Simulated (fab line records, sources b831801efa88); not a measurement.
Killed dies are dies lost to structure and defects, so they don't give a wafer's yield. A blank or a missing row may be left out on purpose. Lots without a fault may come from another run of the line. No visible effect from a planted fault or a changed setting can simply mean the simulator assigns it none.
fab line records	flow sky130
[record] lots = 11	wafers = 33	last_day = 50
route steps=708 shown METAL3@569 METAL5@661 PASSIVATION@682 PAD_OPEN@708
lots that met no fault: from a run of the same line without faults
start_h: the number of hours between the record's first day and the start of the first shown wafer of the lot	wait_h: time in hours since the lot's previous step	" same as the row above	L1.1+2: several wafers, shown together as one row	- no value, or no start was given	* or withheld: withheld	< > ~ a bound
route shown NAME@n: a module of which the file shows steps, and the number in the route of the first	usual: mean/standard deviation of fault-free wafers	same: alike in all rows	chamber/n: place in a boat	sites: readings site by site	_std_site: standard deviation of those values	_edge_site: outer sites' mean less inner sites'	radius_mm: for every site, how far away it sits from the centre of the wafer	mask NAME#n: copy n	behind: the most recent tool/chamber to have shaped the wafer	hold: what put the lot on hold/how long, in hours/how the hold closed	device: the n, p or np transistor that did not switch	end of line: the tests these same wafers got at the end of their route	a step without rows: its recipe alone	killed: at the first sort, the dies lost to defects and structure; wafer yield is something else	map: a wafer's dies, x killed, . not, _ none there
set.NAME: the setting the step ran with; set.NAME@STEP: the setting that earlier step ran with	model.NAME: the simulator's own value behind a step, which no gauge read
steps of the route over a sample of lots; a table a step, a row a wafer
services: when a tool's chamber went out of use (start_h, in hours from the record's first day, below 0 if earlier), for how many hours, and the reason
[[steps]]
[step SKY_METAL3_STRIP_19]
[recipe] chemistry = O2/N2	power_w = 1400	pressure_mtorr = 1500	platen_temp_c = withheld	o2_flow_sccm = 3000	n2_flow_sccm = 300	overash_fraction = 0.5
[usual] drypump_motor_current_A = 5.6/0.49	oes_product_au = 0.503/0.0075	strip_time_to_endpoint_s = 6.55/0.14
lot.wafer	tool	chamber	start_h	wait_h	drypump_motor_current_A	oes_product_au	rf_hours_counter_h	strip_time_to_endpoint_s
L226.1	plasma_asher-01	0	915.09	0.1	4.8	0.513	18	6.77
L226.5	"	0	"	"	4.8	0.514	-	6.73
L226.6	"	1	"	"	6.2	0.507	-	6.84
L227.2	plasma_asher-01	1	919.63	0.1	6.2	0.496	18	6.36
L227.5	"	0	"	"	4.8	0.502	-	6.35
L227.6	"	1	"	"	6.2	0.509	-	6.66
L229.2	plasma_asher-03	0	924.10	0.1	5.4	0.488	104	6.26
L229.3	"	0	"	"	5.4	0.510	-	6.57
L229.6	"	0	"	"	5.4	0.492	-	6.27
L231.1	plasma_asher-01	0	942.89	0.1	4.8	0.497	21	6.32
L231.3	"	1	"	"	6.2	0.498	-	6.54
L231.4	"	0	"	"	4.8	0.491	-	6.30
L232.2	plasma_asher-01	0	956.03	0.2	4.8	0.509	22	6.66
L232.3	"	0	"	"	4.8	0.512	-	6.68
L232.4	"	1	"	"	6.2	0.513	-	6.70
L238.1	plasma_asher-01	0	998.43	0.1	4.8	0.504	26	6.66
L238.3	"	1	"	"	6.2	0.505	-	6.58
L238.4	"	0	"	"	4.8	0.488	-	6.38
L239.1	plasma_asher-01	0	1002.34	0.1	4.8	0.504	26	6.48
L239.3	"	1	"	"	6.2	0.509	-	6.49
L239.5	"	0	"	"	4.8	0.497	-	6.43
L243.1	plasma_asher-04	0	1023.90	0.1	5.9	0.511	62	6.62
L243.3	"	0	"	"	5.9	0.513	-	6.72
L243.5	"	0	"	"	5.9	0.505	-	6.54
L244.1	plasma_asher-03	1	1030.19	0.1	5.7	0.502	114	6.66
L244.3	"	0	"	"	5.4	0.498	-	6.71
L244.6	"	1	"	"	5.7	0.499	-	6.53
L247.3	plasma_asher-03	1	1052.49	0.2	5.7	0.511	-	6.56
L247.4	"	0	"	"	5.4	0.504	-	6.53
L247.6	"	1	"	"	5.7	0.504	-	6.52
L248.2	plasma_asher-01	0	1062.93	0.1	4.8	0.507	32	6.63
L248.3	"	1	"	"	6.2	0.500	-	6.40
L248.5	"	0	"	"	4.8	0.492	-	6.44
[step SKY_METAL5_SPUTTER_00]
[recipe] material = Ti	target_thk_nm = 15	power_w = 3000	time_s = 10	chamber_pressure_pa = 0.4
[usual] throttle_valve_pct = 29.5/0.92
lot.wafer	tool	chamber	start_h	wait_h	throttle_valve_pct
L226.1	pvd_sputter-04	-	1015.93	0.1	30.1
L226.5	"	-	"	"	28.7
L226.6	"	-	"	"	29.5
L227.2	pvd_sputter-03	-	1021.61	0.1	28.5
L227.5	"	-	"	"	29.0
L227.6	"	-	"	"	28.6
L229.2	pvd_sputter-02	-	1025.74	0.2	30.1
L229.3	"	-	"	"	29.8
L229.6	"	-	"	"	31.3
L231.1	pvd_sputter-03	-	1042.87	0.2	29.0
L231.3	"	-	"	"	28.8
L231.4	"	-	"	"	28.6
L232.2	pvd_sputter-03	-	1053.57	0.2	28.9
L232.3	"	-	"	"	28.8
L232.4	"	-	"	"	28.7
L238.1	pvd_sputter-04	-	1092.96	0.2	29.2
L238.3	"	-	"	"	30.5
L238.4	"	-	"	"	28.8
L239.1	pvd_sputter-03	-	1096.30	0.1	28.7
L239.3	"	-	"	"	28.8
L239.5	"	-	"	"	28.8
L243.1	pvd_sputter-04	-	1114.09	0.1	30.4
L243.3	"	-	"	"	28.8
L243.5	"	-	"	"	28.9
L244.1	pvd_sputter-02	-	1119.31	0.1	29.9
L244.3	"	-	"	"	30.6
L244.6	"	-	"	"	30.3
L247.3	pvd_sputter-02	-	1139.05	0.1	31.1
L247.4	"	-	"	"	29.8
L247.6	"	-	"	"	31.6
L248.2	pvd_sputter-04	-	1147.95	0.1	28.5
L248.3	"	-	"	"	30.4
L248.5	"	-	"	"	28.7
[step SKY_PASSIVATION_THK_MEAS_01]
[recipe] reads = SiO2_of_PASSIVATION_CVD_00
[usual] PASSIVATION_CVD_00_THK = 89.7/1.2
lot.wafer	tool	chamber	start_h	wait_h	PASSIVATION_CVD_00_THK[nm]
L226.1	film_metro-02	-	1039.01	-	89.0
L226.5	"	-	"	"	90.3
L226.6	"	-	"	"	91.1
L227.2	film_metro-02	-	1043.96	-	88.2
L227.5	"	-	"	"	91.9
L227.6	"	-	"	"	91.0
L229.2	film_metro-02	-	1048.83	-	87.4
L229.3	"	-	"	"	89.4
L229.6	"	-	"	"	87.6
L231.1	film_metro-04	-	1065.09	-	90.2
L231.3	"	-	"	"	89.2
L231.4	"	-	"	"	90.2
L232.2	film_metro-02	-	1075.24	-	89.6
L232.3	"	-	"	"	86.6
L232.4	"	-	"	"	90.9
L238.1	film_metro-02	-	1113.87	-	87.6
L238.3	"	-	"	"	87.3
L238.4	"	-	"	"	89.9
L239.1	film_metro-02	-	1116.83	-	88.9
L239.3	"	-	"	"	90.7
L239.5	"	-	"	"	91.1
L243.1	film_metro-03	-	1134.54	-	89.7
L243.3	"	-	"	"	88.7
L243.5	"	-	"	"	91.9
L244.1	film_metro-03	-	1139.19	-	88.9
L244.3	"	-	"	"	91.2
L244.6	"	-	"	"	90.7
L247.3	film_metro-03	-	1158.54	-	90.9
L247.4	"	-	"	"	91.1
L247.6	"	-	"	"	92.4
L248.2	film_metro-04	-	1165.65	-	88.4
L248.3	"	-	"	"	86.9
L248.5	"	-	"	"	89.8
[step SKY_PASSIVATION_ETCH_11]
[recipe] chemistry = CF4/O2	target_depth_nm = 725	stop_on = AlCu	source_w = 800	bias_w = 150	pressure_mtorr = 150	cf4_flow_sccm = 80	O2_flow_sccm = 10	time_s = 161.1
[usual] bias_w = 149.9/0.47	cf4_flow_sccm = 80.02/0.26	drypump_motor_current_A = 6.1/0.46	oes_product_au = 0.981/0.0079	throttle_valve_pct = 5.965/0.0099
lot.wafer	tool	chamber	start_h	wait_h	bias_w	cf4_flow_sccm	drypump_motor_current_A	oes_product_au	rf_hours_counter_h	throttle_valve_pct
L226.1	rie_diel-03	1	1060.90	-	150.2	80.01	6.6	0.965	12	5.962
L226.5	"	2	"	"	150.0	80.65	6.2	0.982	-	5.970
L226.6	"	3	"	"	149.9	79.90	5.7	0.989	-	5.975
L227.2	rie_diel-04	1	1065.16	-	148.7	80.24	6.8	0.968	17	5.952
L227.5	"	2	"	"	150.6	79.54	6.1	0.972	-	5.964
L227.6	"	3	"	"	149.2	80.08	5.9	0.986	-	5.962
L229.2	rie_diel-04	3	1070.45	-	150.1	79.59	5.9	0.965	22	5.955
L229.3	"	2	"	"	149.9	80.18	6.0	0.974	20	5.978
L229.6	"	2	"	"	149.1	79.83	6.0	0.989	-	5.968
L231.1	rie_diel-04	0	1085.95	-	149.6	79.90	5.9	0.987	11	5.975
L231.3	"	1	"	"	150.4	79.84	6.7	0.985	18	5.968
L231.4	"	3	"	"	150.9	79.39	5.9	0.969	22	5.960
L232.2	rie_diel-01	1	1095.86	-	149.2	79.61	5.3	0.986	9	5.989
L232.3	"	2	"	"	149.7	79.65	6.2	0.977	10	5.956
L232.4	"	3	"	"	149.5	79.53	5.5	0.991	12	5.960
L238.1	rie_diel-03	2	1132.91	-	150.4	80.02	6.2	0.983	16	5.959
L238.3	"	1	"	"	149.8	80.02	6.6	0.967	16	5.966
L238.4	"	3	"	"	150.1	80.15	5.7	0.980	13	5.955
L239.1	rie_diel-04	1	1136.46	-	149.8	80.19	6.8	0.988	20	5.991
L239.3	"	3	"	"	150.6	79.92	5.9	0.979	25	5.968
L239.5	"	1	"	"	150.3	79.65	6.8	0.986	-	5.950
L243.1	rie_diel-01	1	1152.80	-	149.4	79.99	5.3	0.977	10	5.957
L243.3	"	3	"	"	149.9	79.68	5.5	0.973	13	5.946
L243.5	"	1	"	"	149.8	79.83	5.3	0.983	-	5.983
L244.1	rie_diel-01	0	1157.90	-	149.9	79.90	6.6	0.967	19	5.975
L244.3	"	2	"	"	150.3	79.74	6.2	0.973	11	5.964
L244.6	"	0	"	"	149.8	80.20	6.6	0.976	-	5.956
L247.3	rie_diel-04	0	1175.45	-	149.6	80.00	5.9	0.983	15	5.959
L247.4	"	3	"	"	150.0	80.15	5.9	0.984	26	5.974
L247.6	"	1	"	"	150.0	80.17	6.7	0.991	-	5.968
L248.2	rie_diel-03	3	1181.91	-	149.6	80.21	5.7	0.975	15	5.962
L248.3	"	3	"	"	150.5	80.00	5.7	0.976	-	5.964
L248.5	"	3	"	"	149.8	80.46	5.7	0.985	-	5.965
[step SKY_PAD_OPEN_PROBE_99]
[usual] defect_limited_yield = 82.3/2	killed_at_M0_to_M3 = 43/7	killed_at_M4_up = 3.5/1.9	killed_at_contacts = 24/5.3	killed_at_front_end = 15/4.4	killed_at_other = 0.3/0.69	killed_dies = 87/9.7	killed_open = 48/7	killed_short = 39/6.4	sort_bin_3_pad_short = 0.9/0.46	sort_bin_5_function = 10.5/1.4	sort_bin_6_memory = 6.3/1.2	sort_n_pass = 405/9.7	sort_yield_pct = 82.3/2
[same] gross_dies = 492	killed_at_back_side = 0	sort_bin_4_leakage[%] = 0	sort_bin_8_speed[%] = 0
lot.wafer	tool	chamber	start_h	wait_h	defect_limited_yield[%]	killed_at_M0_to_M3	killed_at_M4_up	killed_at_contacts	killed_at_front_end	killed_at_other	killed_dies	killed_open	killed_short	sort_bin_3_pad_short[%]	sort_bin_5_function[%]	sort_bin_6_memory[%]	sort_n_pass	sort_yield_pct[%]
L227.2	prober-01	-	1088.01	0.1	80.5	53	5	26	12	0	96	51	45	1.6	10.4	7.5	396	80.5
L227.5	prober-01	-	1088.16	0.2	78.9	63	2	20	19	0	104	47	55	1.0	12.4	7.7	388	78.9
L227.6	prober-01	-	1088.21	0.2	80.7	39	4	43	9	0	95	53	42	0.4	13.2	5.7	397	80.7
L229.2	prober-02	-	1094.12	0.1	82.3	40	2	27	18	0	87	50	36	1.0	11.4	5.3	405	82.3
L229.3	prober-02	-	1094.17	0.2	81.1	47	5	26	14	1	93	42	50	0.8	12.4	5.7	399	81.1
L229.6	prober-02	-	1094.32	0.2	83.9	37	2	29	11	0	79	40	37	0.6	10.0	5.5	413	83.9
L231.1	prober-02	-	1108.73	0.1	79.7	54	8	24	14	0	100	52	46	0.4	11.4	8.5	392	79.7
L231.3	prober-02	-	1108.83	0.2	83.5	43	2	18	16	2	81	38	40	1.2	9.1	6.1	411	83.5
L231.4	prober-02	-	1108.88	0.2	84.3	35	2	27	11	2	77	38	38	1.6	8.3	5.7	415	84.3
L232.2	prober-01	-	1118.28	0.1	82.1	39	7	22	20	0	88	55	33	0.8	11.8	5.3	404	82.1
L232.3	prober-01	-	1118.33	0.2	80.5	53	1	34	8	0	96	57	39	1.4	10.6	7.5	396	80.5
L232.4	prober-01	-	1118.38	0.2	81.7	44	2	26	18	0	90	54	36	1.2	10.4	6.7	402	81.7
L238.1	prober-01	-	1154.37	0.1	75.8	90	3	12	13	1	119	39	32	3.7	15.0	5.5	373	75.8
L238.3	prober-01	-	1154.47	0.2	72.0	106	6	20	6	0	138	42	34	3.3	18.1	6.7	354	72.0
L238.4	prober-01	-	1154.52	0.2	70.1	109	1	24	13	0	147	45	46	3.5	18.1	8.3	345	70.1
L239.1	prober-02	-	1157.72	0.1	72.8	100	1	19	14	0	134	50	32	2.2	18.7	6.3	358	72.8
L239.3	prober-02	-	1157.82	0.2	72.8	98	2	22	12	0	134	36	45	3.3	16.5	7.5	358	72.8
L239.5	prober-02	-	1157.92	0.2	70.5	90	2	25	28	0	145	55	36	4.9	17.9	6.7	347	70.5
L247.3	prober-01	-	1194.64	0.2	82.7	41	7	25	12	0	85	40	45	1.8	8.9	6.5	407	82.7
L247.4	prober-01	-	1194.69	0.2	81.9	47	4	28	10	0	89	53	36	1.0	10.4	6.7	403	81.9
L247.6	prober-01	-	1194.79	0.2	84.3	43	2	18	14	0	77	42	35	0.8	9.3	5.5	415	84.3
L248.2	prober-01	-	1199.94	0.1	84.6	39	2	23	11	1	76	48	28	0.4	9.3	5.7	416	84.6
L248.3	prober-01	-	1199.99	0.2	84.3	38	2	23	14	0	77	48	29	0.4	9.3	5.9	415	84.3
L248.5	prober-01	-	1200.09	0.2	81.1	44	3	30	15	1	93	50	43	0.6	12.0	6.3	399	81.1
// killed by level:class
L227.2 VIA1:geometric_particle:open=12 CONTACT:geometric_particle:open=9 VIA2:geometric_particle:open=9 VIA1:geometric_particle:short=8 CONTACT:geometric_particle:short=7 METAL1:geometric_particle:short=7 LI_CONTACT:geometric_particle:open=5 VIA3:geometric_particle:short=5
L227.5 FIELD_ISO:geometric_particle:short=10 VIA1:geometric_particle:open=10 METAL2:geometric_particle:short=10 CONTACT:geometric_particle:open=9 VIA3:geometric_particle:open=8 METAL1:geometric_particle:short=7 METAL3:geometric_particle:short=7 VIA1:geometric_particle:short=6
L227.6 CONTACT:geometric_particle:open=18 VIA1:geometric_particle:open=8 CONTACT:geometric_particle:short=8 LI_CONTACT:geometric_particle:open=8 LOCAL_INTERCONNECT:geometric_particle:short=7 METAL1:geometric_particle:short=6 VIA3:geometric_particle:open=6 VIA1:geometric_particle:short=6
L229.2 VIA1:geometric_particle:open=13 CONTACT:geometric_particle:open=12 VIA3:geometric_particle:open=7 LI_CONTACT:geometric_particle:open=7 POLY_GATE:geometric_particle:short=5 VIA1:geometric_particle:short=5 VIA2:geometric_particle:short=5 FIELD_ISO:geometric_particle:short=4
L229.3 CONTACT:geometric_particle:short=11 METAL1:geometric_particle:short=8 VIA1:geometric_particle:open=8 METAL2:geometric_particle:short=8 VIA2:geometric_particle:open=7 CONTACT:geometric_particle:open=6 VIA3:geometric_particle:open=6 FIELD_ISO:geometric_particle:open=5
L229.6 CONTACT:geometric_particle:open=10 LI_CONTACT:geometric_particle:open=8 METAL1:geometric_particle:short=7 VIA2:geometric_particle:open=7 LI_CONTACT:geometric_particle:short=5 METAL2:geometric_particle:short=5 POLY_GATE:geometric_particle:short=4 CONTACT:geometric_particle:short=4
L231.1 VIA1:geometric_particle:open=11 VIA3:geometric_particle:open=8 CONTACT:geometric_particle:open=8 METAL1:geometric_particle:short=7 LOCAL_INTERCONNECT:geometric_particle:short=6 VIA2:geometric_particle:open=6 METAL4:geometric_particle:short=5 METAL2:geometric_particle:short=5
L231.3 VIA1:geometric_particle:short=8 VIA3:geometric_particle:open=8 VIA1:geometric_particle:open=7 METAL2:geometric_particle:short=7 METAL1:geometric_particle:short=5 CONTACT:geometric_particle:open=5 LI_CONTACT:geometric_particle:open=4 VIA2:geometric_particle:short=4
L231.4 CONTACT:geometric_particle:open=12 VIA1:geometric_particle:open=10 VIA2:geometric_particle:open=7 LOCAL_INTERCONNECT:geometric_particle:short=5 METAL1:geometric_particle:short=4 LI_CONTACT:geometric_particle:short=4 METAL3:geometric_particle:short=4 POLY_GATE:geometric_particle:short=3
L232.2 VIA3:geometric_particle:open=9 CONTACT:geometric_particle:open=8 LI_CONTACT:geometric_particle:open=6 FIELD_ISO:geometric_particle:open=6 VIA1:geometric_particle:short=6 VIA2:geometric_particle:open=6 FIELD_ISO:geometric_particle:short=5 POLY_GATE:geometric_particle:open=4
L232.3 VIA3:geometric_particle:open=15 CONTACT:geometric_particle:open=13 LI_CONTACT:geometric_particle:open=10 VIA1:geometric_particle:open=6 METAL1:geometric_particle:short=6 VIA2:geometric_particle:open=5 CONTACT:geometric_particle:short=5 METAL2:geometric_particle:short=5
L232.4 CONTACT:geometric_particle:open=12 VIA1:geometric_particle:open=11 METAL1:geometric_particle:short=7 FIELD_ISO:geometric_particle:short=6 FIELD_ISO:geometric_particle:open=6 VIA2:geometric_particle:open=6 LI_CONTACT:geometric_particle:open=5 VIA3:geometric_particle:open=5
L238.1 METAL3:unspecified=48 VIA2:geometric_particle:open=8 METAL2:geometric_particle:short=7 VIA1:geometric_particle:open=7 METAL1:geometric_particle:short=7 CONTACT:geometric_particle:open=5 FIELD_ISO:geometric_particle:open=4 VIA3:geometric_particle:open=4
L238.3 METAL3:unspecified=61 VIA1:geometric_particle:open=17 CONTACT:geometric_particle:open=8 CONTACT:geometric_particle:short=5 METAL1:geometric_particle:short=4 VIA1:geometric_particle:short=4 VIA3:geometric_particle:short=4 LI_CONTACT:geometric_particle:open=3
L238.4 METAL3:unspecified=55 VIA1:geometric_particle:open=15 METAL1:geometric_particle:short=9 CONTACT:geometric_particle:open=7 VIA2:geometric_particle:open=6 LI_CONTACT:geometric_particle:open=5 LOCAL_INTERCONNECT:geometric_particle:short=5 VIA1:geometric_particle:short=5
L239.1 METAL3:unspecified=52 VIA1:geometric_particle:open=10 VIA2:geometric_particle:open=9 LI_CONTACT:geometric_particle:open=7 VIA3:geometric_particle:open=7 LI_CONTACT:geometric_particle:short=5 CONTACT:geometric_particle:open=5 METAL2:geometric_particle:short=5
L239.3 METAL3:unspecified=53 VIA1:geometric_particle:short=9 LI_CONTACT:geometric_particle:open=7 CONTACT:geometric_particle:open=6 VIA3:geometric_particle:open=6 POLY_GATE:geometric_particle:short=5 LOCAL_INTERCONNECT:geometric_particle:short=5 VIA1:geometric_particle:open=5
L239.5 METAL3:unspecified=54 CONTACT:geometric_particle:open=11 FIELD_ISO:geometric_particle:open=9 VIA2:geometric_particle:open=9 LI_CONTACT:geometric_particle:open=6 VIA1:geometric_particle:open=6 VIA3:geometric_particle:open=5 VIA3:geometric_particle:short=5
L247.3 VIA2:geometric_particle:open=9 METAL4:geometric_particle:short=7 CONTACT:geometric_particle:open=6 CONTACT:geometric_particle:short=6 VIA3:geometric_particle:short=6 VIA1:geometric_particle:open=6 VIA3:geometric_particle:open=6 POLY_GATE:geometric_particle:short=5
L247.4 CONTACT:geometric_particle:open=13 VIA1:geometric_particle:open=13 VIA3:geometric_particle:open=8 VIA2:geometric_particle:open=6 CONTACT:geometric_particle:short=6 LI_CONTACT:geometric_particle:open=4 VIA1:geometric_particle:short=4 METAL2:geometric_particle:short=4
L247.6 VIA1:geometric_particle:open=12 CONTACT:geometric_particle:open=8 LI_CONTACT:geometric_particle:open=7 METAL2:geometric_particle:short=7 METAL1:geometric_particle:short=6 POLY_GATE:geometric_particle:short=5 VIA3:geometric_particle:open=5 FIELD_ISO:geometric_particle:short=4
L248.2 CONTACT:geometric_particle:open=13 VIA3:geometric_particle:open=9 VIA2:geometric_particle:open=8 METAL1:geometric_particle:short=6 VIA1:geometric_particle:open=5 POLY_GATE:geometric_particle:short=3 POLY_CUT:geometric_particle:open=3 LI_CONTACT:geometric_particle:open=3
L248.3 CONTACT:geometric_particle:open=12 POLY_GATE:geometric_particle:open=6 LI_CONTACT:geometric_particle:open=6 VIA1:geometric_particle:open=6 VIA2:geometric_particle:open=6 VIA3:geometric_particle:open=6 VIA2:geometric_particle:short=5 METAL3:geometric_particle:short=4
L248.5 CONTACT:geometric_particle:open=14 LI_CONTACT:geometric_particle:open=8 METAL1:geometric_particle:short=8 VIA2:geometric_particle:open=7 VIA1:geometric_particle:open=7 METAL2:geometric_particle:short=7 POLY_GATE:geometric_particle:short=5 LOCAL_INTERCONNECT:geometric_particle:short=4
[[services]]
tool	chamber	start_h	hours	kind
rie_diel-01	1	927.77	21.2	repair
rie_diel-03	-	935.57	15.6	pm
rie_diel-01	3	943.23	8.3	repair
rie_diel-03	2	952.71	8.0	repair
plasma_asher-03	-	953.65	2.6	repair
rie_diel-04	3	960.03	6.1	repair
plasma_asher-03	-	965.28	2.8	repair
rie_diel-04	1	971.60	7.2	repair
plasma_asher-01	-	985.30	9.0	repair
rie_diel-03	-	1004.28	2.8	pm
plasma_asher-01	-	1007.67	3.7	repair
rie_diel-04	2	1042.07	2.6	repair
rie_diel-01	2	1049.60	1.5	repair
rie_diel-03	1	1051.79	4.0	repair
plasma_asher-03	-	1055.25	9.0	pm
pvd_sputter-04	-	1070.49	1.3	repair
pvd_sputter-03	-	1072.75	3.6	repair
pvd_sputter-02	-	1075.46	5.2	repair
rie_diel-01	-	1075.78	1.5	repair
plasma_asher-01	-	1083.02	0.8	repair
rie_diel-03	0	1099.92	3.2	repair
rie_diel-04	2	1108.63	5.1	repair
rie_diel-04	2	1130.32	8.6	repair
plasma_asher-01	-	1147.55	7.3	repair
[[key]]
[first_sign] step = SKY_PAD_OPEN_PROBE_99	reading = killed_at_M0_to_M3	direction = up	sigmas = 7.9	usual = 43	struck = 99
[effect] step = SKY_PAD_OPEN_PROBE_99	reading = sort_bin_3_pad_short	direction = up	sigmas = 5.5	usual = 0.9	struck = 3.5
met_at SKY_METAL3_STRIP_19
struck_lots L238,L239
not_acting_at SKY_METAL5_SPUTTER_00,SKY_PASSIVATION_THK_MEAS_01,SKY_PASSIVATION_ETCH_11
onset_between 956.03 998.43
[fault] kind = chamber_particle_source	tool = plasma_asher-01	chamber = -	onset_h = 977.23	steps = SKY_METAL3_STRIP_19	rate_per_visit_cm2 = 0.88482	end_h = 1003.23
